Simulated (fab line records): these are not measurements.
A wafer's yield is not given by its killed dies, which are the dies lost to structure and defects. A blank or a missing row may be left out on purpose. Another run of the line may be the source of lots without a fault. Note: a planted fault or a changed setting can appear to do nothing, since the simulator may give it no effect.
The tool behind it: which one? :: flow sfqLine :: Sampling: 14 lots, 42 wafers, 4 of 325 route steps

## WHAT THE GAUGES READ, wafer by wafer
SFQ_I6_BOW_MEAS_941.
lot: L568
measured: day 66 19:34
on: filmMetro-03
I6_BOW (um): 6 9 2

lot: L570
measured: day 71 12:34
on: filmMetro-04
I6_BOW (um): 12 14 14

lot: L572
measured: day 71 16:45
on: filmMetro-03
I6_BOW (um): 11 3 12

lot: L574
measured: day 72 18:43
on: filmMetro-03
I6_BOW (um): 18 7 11

lot: L576
measured: day 73 00:10
on: filmMetro-01
I6_BOW (um): 19 10 13

lot: L577
measured: day 73 06:13
on: filmMetro-03
I6_BOW (um): -7 2 7

lot: L580
measured: day 73 12:10
on: filmMetro-03
I6_BOW (um): 4 3 12

lot: L581
measured: day 79 07:46
on: filmMetro-01
I6_BOW (um): -6 -1 -4

lot: L582
measured: day 73 18:10
on: filmMetro-01
I6_BOW (um): 7 7 19

lot: L583
measured: day 81 04:33
on: filmMetro-01
I6_BOW (um): 15 0 12

lot: L587
measured: day 85 22:04
on: filmMetro-03
I6_BOW (um): -5 0 8

lot: L588
measured: day 86 01:20
on: filmMetro-01
I6_BOW (um): 17 18 9

lot: L589
measured: day 86 03:10
on: filmMetro-03
I6_BOW (um): 4 0 -1

lot: L591
measured: day 86 09:55
on: filmMetro-03
I6_BOW (um): 14 5 1

## WHAT TOOL EACH LOT RAN ON (gives the tool, then ch and the chambers of the sampled wafers, and finally the start)
lot: L568
SFQ_TRILAYER_I0_VIA_LITHO_EXPOSE_032: krfScanner-02 ch 0, day 16 17:22
SFQ_TRILAYER_M4_ETCH_METAL_ETCH_096: rieMetal-01 ch 1, day 49 21:58
SFQ_TRILAYER_A5C_DEP_PECVD_142: pecvd-01 ch 0,1,2, day 56 08:11

lot: L570
SFQ_TRILAYER_I0_VIA_LITHO_EXPOSE_032: krfScanner-02 ch 0, day 17 01:58
SFQ_TRILAYER_M4_ETCH_METAL_ETCH_096: rieMetal-02 ch 0,1, day 50 01:41
SFQ_TRILAYER_A5C_DEP_PECVD_142: pecvd-01 ch 0,2, day 65 18:44

lot: L572
SFQ_TRILAYER_I0_VIA_LITHO_EXPOSE_032: krfScanner-02 ch 0, day 18 09:13
SFQ_TRILAYER_M4_ETCH_METAL_ETCH_096: rieMetal-02 ch 0,1, day 50 04:05
SFQ_TRILAYER_A5C_DEP_PECVD_142: pecvd-03 ch 1,2, day 66 01:56

lot: L574
SFQ_TRILAYER_I0_VIA_LITHO_EXPOSE_032: krfScanner-01 ch 0, day 19 06:56
SFQ_TRILAYER_M4_ETCH_METAL_ETCH_096: rieMetal-01 ch 0,1, day 51 12:25
SFQ_TRILAYER_A5C_DEP_PECVD_142: pecvd-01 ch 0,2, day 67 03:08

lot: L576
SFQ_TRILAYER_I0_VIA_LITHO_EXPOSE_032: krfScanner-02 ch 0, day 20 03:08
SFQ_TRILAYER_M4_ETCH_METAL_ETCH_096: rieMetal-03 ch 0,1, day 61 19:27
SFQ_TRILAYER_A5C_DEP_PECVD_142: pecvd-04 ch 0,1,2, day 67 20:58

lot: L577
SFQ_TRILAYER_I0_VIA_LITHO_EXPOSE_032: krfScanner-01 ch 0, day 20 13:34
SFQ_TRILAYER_M4_ETCH_METAL_ETCH_096: rieMetal-02 ch 0,1, day 61 20:41
SFQ_TRILAYER_A5C_DEP_PECVD_142: pecvd-03 ch 1,2, day 67 22:10

lot: L580
SFQ_TRILAYER_I0_VIA_LITHO_EXPOSE_032: krfScanner-01 ch 0, day 20 22:46
SFQ_TRILAYER_M4_ETCH_METAL_ETCH_096: rieMetal-03 ch 0,1, day 62 03:51
SFQ_TRILAYER_A5C_DEP_PECVD_142: pecvd-03 ch 1,2, day 68 09:14

lot: L581
SFQ_TRILAYER_I0_VIA_LITHO_EXPOSE_032: krfScanner-01 ch 0, day 21 00:22
SFQ_TRILAYER_M4_ETCH_METAL_ETCH_096: rieMetal-01 ch 0,1, day 62 07:29
SFQ_TRILAYER_A5C_DEP_PECVD_142: pecvd-01 ch 0,1,2, day 72 21:30

lot: L582
SFQ_TRILAYER_I0_VIA_LITHO_EXPOSE_032: krfScanner-01, day 21 01:10
SFQ_TRILAYER_M4_ETCH_METAL_ETCH_096: rieMetal-01 ch 0,1, day 62 09:51
SFQ_TRILAYER_A5C_DEP_PECVD_142: pecvd-01 ch 0,1,2, day 68 12:14

lot: L583
SFQ_TRILAYER_I0_VIA_LITHO_EXPOSE_032: krfScanner-01, day 21 02:46
SFQ_TRILAYER_M4_ETCH_METAL_ETCH_096: rieMetal-01 ch 0, day 62 12:23
SFQ_TRILAYER_A5C_DEP_PECVD_142: pecvd-04 ch 0,1, day 73 02:17

lot: L587
SFQ_TRILAYER_I0_VIA_LITHO_EXPOSE_032: krfScanner-01 ch 0, day 21 07:10
SFQ_TRILAYER_M4_ETCH_METAL_ETCH_096: rieMetal-03 ch 0, day 62 20:39
SFQ_TRILAYER_A5C_DEP_PECVD_142: pecvd-03 ch 0,2, day 74 07:05

lot: L588
SFQ_TRILAYER_I0_VIA_LITHO_EXPOSE_032: krfScanner-01 ch 0, day 21 08:22
SFQ_TRILAYER_M4_ETCH_METAL_ETCH_096: rieMetal-03 ch 0,1, day 62 23:03
SFQ_TRILAYER_A5C_DEP_PECVD_142: pecvd-01 ch 1,2, day 77 09:52

lot: L589
SFQ_TRILAYER_I0_VIA_LITHO_EXPOSE_032: krfScanner-01 ch 0, day 21 09:46
SFQ_TRILAYER_M4_ETCH_METAL_ETCH_096: rieMetal-03 ch 0,1, day 63 03:51
SFQ_TRILAYER_A5C_DEP_PECVD_142: pecvd-01 ch 0,2, day 77 22:02

lot: L591
SFQ_TRILAYER_I0_VIA_LITHO_EXPOSE_032: krfScanner-01 ch 0, day 21 12:10
SFQ_TRILAYER_M4_ETCH_METAL_ETCH_096: rieMetal-02 ch 0,1, day 63 07:27
SFQ_TRILAYER_A5C_DEP_PECVD_142: pecvd-03 ch 0,1,2, day 78 19:22
- SFQ_TRILAYER_I0_VIA_LITHO_EXPOSE_032: exposes mask I0, target cd 500 nm.
- SFQ_TRILAYER_M4_ETCH_METAL_ETCH_096: etches Nb in Cl2/Ar, stops on SiO2, target depth 240 nm, time 120 s.
- SFQ_TRILAYER_A5C_DEP_PECVD_142: deposits SiO2 from SiH4/N2O, time 15.556 s, target thk 70 nm.

## AS READ BY THE TOOLS THEMSELVES (means over the sampled wafers that have a number; for cases with no such wafer, the mark the record gives instead)
SFQ_TRILAYER_I0_VIA_LITHO_EXPOSE_032.
lot: L568
tool: krfScanner-02
exposureDoseMJCm2: 21.299
focusOffsetNm (nm): -0.5

lot: L570
tool: krfScanner-02
exposureDoseMJCm2: 21.278
focusOffsetNm (nm): 0.0

lot: L572
tool: krfScanner-02
exposureDoseMJCm2: 21.294
focusOffsetNm (nm): -0.3

lot: L574
tool: krfScanner-01
exposureDoseMJCm2: 21.282
focusOffsetNm (nm): -0.3

lot: L576
tool: krfScanner-02
exposureDoseMJCm2: 21.296
focusOffsetNm (nm): 0.4

lot: L577
tool: krfScanner-01
exposureDoseMJCm2: 21.295
focusOffsetNm (nm): 0.0

lot: L580
tool: krfScanner-01
exposureDoseMJCm2: 21.316
focusOffsetNm (nm): 0.6

lot: L581
tool: krfScanner-01
exposureDoseMJCm2: 21.288
focusOffsetNm (nm): -0.2

lot: L582
tool: krfScanner-01
exposureDoseMJCm2: -
focusOffsetNm (nm): -

lot: L583
tool: krfScanner-01
exposureDoseMJCm2: -
focusOffsetNm (nm): -

lot: L587
tool: krfScanner-01
exposureDoseMJCm2: 21.320
focusOffsetNm (nm): 0.4

lot: L588
tool: krfScanner-01
exposureDoseMJCm2: 21.301
focusOffsetNm (nm): 0.5

lot: L589
tool: krfScanner-01
exposureDoseMJCm2: 21.335
focusOffsetNm (nm): 0.1

lot: L591
tool: krfScanner-01
exposureDoseMJCm2: 21.335
focusOffsetNm (nm): -0.3

SFQ_TRILAYER_M4_ETCH_METAL_ETCH_096.
lot: L568
tool: rieMetal-01
chamberPressureMTorr (mTorr): 10.000
drypumpMotorCurrentA (A): 6.08
oesProductAu (a.u.): 0.896

lot: L570
tool: rieMetal-02
chamberPressureMTorr (mTorr): 9.995
drypumpMotorCurrentA (A): 6.01
oesProductAu (a.u.): 0.896

lot: L572
tool: rieMetal-02
chamberPressureMTorr (mTorr): 10.002
drypumpMotorCurrentA (A): 6.01
oesProductAu (a.u.): 0.890

lot: L574
tool: rieMetal-01
chamberPressureMTorr (mTorr): 10.000
drypumpMotorCurrentA (A): 6.02
oesProductAu (a.u.): 0.899

lot: L576
tool: rieMetal-03
chamberPressureMTorr (mTorr): 9.990
drypumpMotorCurrentA (A): 6.02
oesProductAu (a.u.): 0.895

lot: L577
tool: rieMetal-02
chamberPressureMTorr (mTorr): 9.995
drypumpMotorCurrentA (A): 6.04
oesProductAu (a.u.): 0.894

lot: L580
tool: rieMetal-03
chamberPressureMTorr (mTorr): 10.000
drypumpMotorCurrentA (A): 6.30
oesProductAu (a.u.): 0.890

lot: L581
tool: rieMetal-01
chamberPressureMTorr (mTorr): 9.999
drypumpMotorCurrentA (A): 6.07
oesProductAu (a.u.): 0.886

lot: L582
tool: rieMetal-01
chamberPressureMTorr (mTorr): 9.997
drypumpMotorCurrentA (A): 6.00
oesProductAu (a.u.): 0.900

lot: L583
tool: rieMetal-01
chamberPressureMTorr (mTorr): 10.000
drypumpMotorCurrentA (A): 5.92
oesProductAu (a.u.): 0.891

lot: L587
tool: rieMetal-03
chamberPressureMTorr (mTorr): 10.003
drypumpMotorCurrentA (A): 6.55
oesProductAu (a.u.): 0.894

lot: L588
tool: rieMetal-03
chamberPressureMTorr (mTorr): 10.002
drypumpMotorCurrentA (A): 6.31
oesProductAu (a.u.): 0.888

lot: L589
tool: rieMetal-03
chamberPressureMTorr (mTorr): 10.010
drypumpMotorCurrentA (A): 6.30
oesProductAu (a.u.): 0.890

lot: L591
tool: rieMetal-02
chamberPressureMTorr (mTorr): 10.003
drypumpMotorCurrentA (A): 6.01
oesProductAu (a.u.): 0.893

SFQ_TRILAYER_A5C_DEP_PECVD_142.
lot: L568
tool: pecvd-01
heaterPowerW (W): 83
throttleValvePct (%): 24.5

lot: L570
tool: pecvd-01
heaterPowerW (W): 76
throttleValvePct (%): 25.1

lot: L572
tool: pecvd-03
heaterPowerW (W): 98
throttleValvePct (%): 27.4

lot: L574
tool: pecvd-01
heaterPowerW (W): 73
throttleValvePct (%): 25.5

lot: L576
tool: pecvd-04
heaterPowerW (W): 72
throttleValvePct (%): 24.5

lot: L577
tool: pecvd-03
heaterPowerW (W): 100
throttleValvePct (%): 26.5

lot: L580
tool: pecvd-03
heaterPowerW (W): 109
throttleValvePct (%): 26.3

lot: L581
tool: pecvd-01
heaterPowerW (W): 80
throttleValvePct (%): 25.6

lot: L582
tool: pecvd-01
heaterPowerW (W): 84
throttleValvePct (%): 25.4

lot: L583
tool: pecvd-04
heaterPowerW (W): 65
throttleValvePct (%): 25.0

lot: L587
tool: pecvd-03
heaterPowerW (W): 93
throttleValvePct (%): 22.9

lot: L588
tool: pecvd-01
heaterPowerW (W): 74
throttleValvePct (%): 26.2

lot: L589
tool: pecvd-01
heaterPowerW (W): 72
throttleValvePct (%): 26.1

lot: L591
tool: pecvd-03
heaterPowerW (W): 97
throttleValvePct (%): 23.2

## THE ANSWER, worked out from the rows above alone
Rule: what is usual is taken from the lots themselves. The widest of any qualifying gaps counts: lots, ordered by their means at a reading, are off when they make up no more than a third of the lots, leave a main group of 4 or more, and stand apart from it by 3 or more times the standard deviation of that group's means. Not used: any main group whose means are identical at the precision the tables above print for the reading. A lot without any number at a reading at which 4 lots or more have one is off too. Any other lot the step has rows for is counted as sound. After the gauges, taken in route order, come the tools' own readings; for these a lot's mean is taken, as printed above. The first step at which some lot is off is used, and at that step the reading that is off furthest; a lot without a number counts as furthest.
Off: L582, L583, at SFQ_TRILAYER_I0_VIA_LITHO_EXPOSE_032 (exposureDoseMJCm2). Without a number there: L582, L583. Main group: mean 21.303, sd 0.018.
A tool fits if, at that step or a process step before it, it ran every lot that is off, and no sound lot after the first of them. None of those tried fits.

## WHAT HAD BEEN PUT IN BY THE SIMULATOR
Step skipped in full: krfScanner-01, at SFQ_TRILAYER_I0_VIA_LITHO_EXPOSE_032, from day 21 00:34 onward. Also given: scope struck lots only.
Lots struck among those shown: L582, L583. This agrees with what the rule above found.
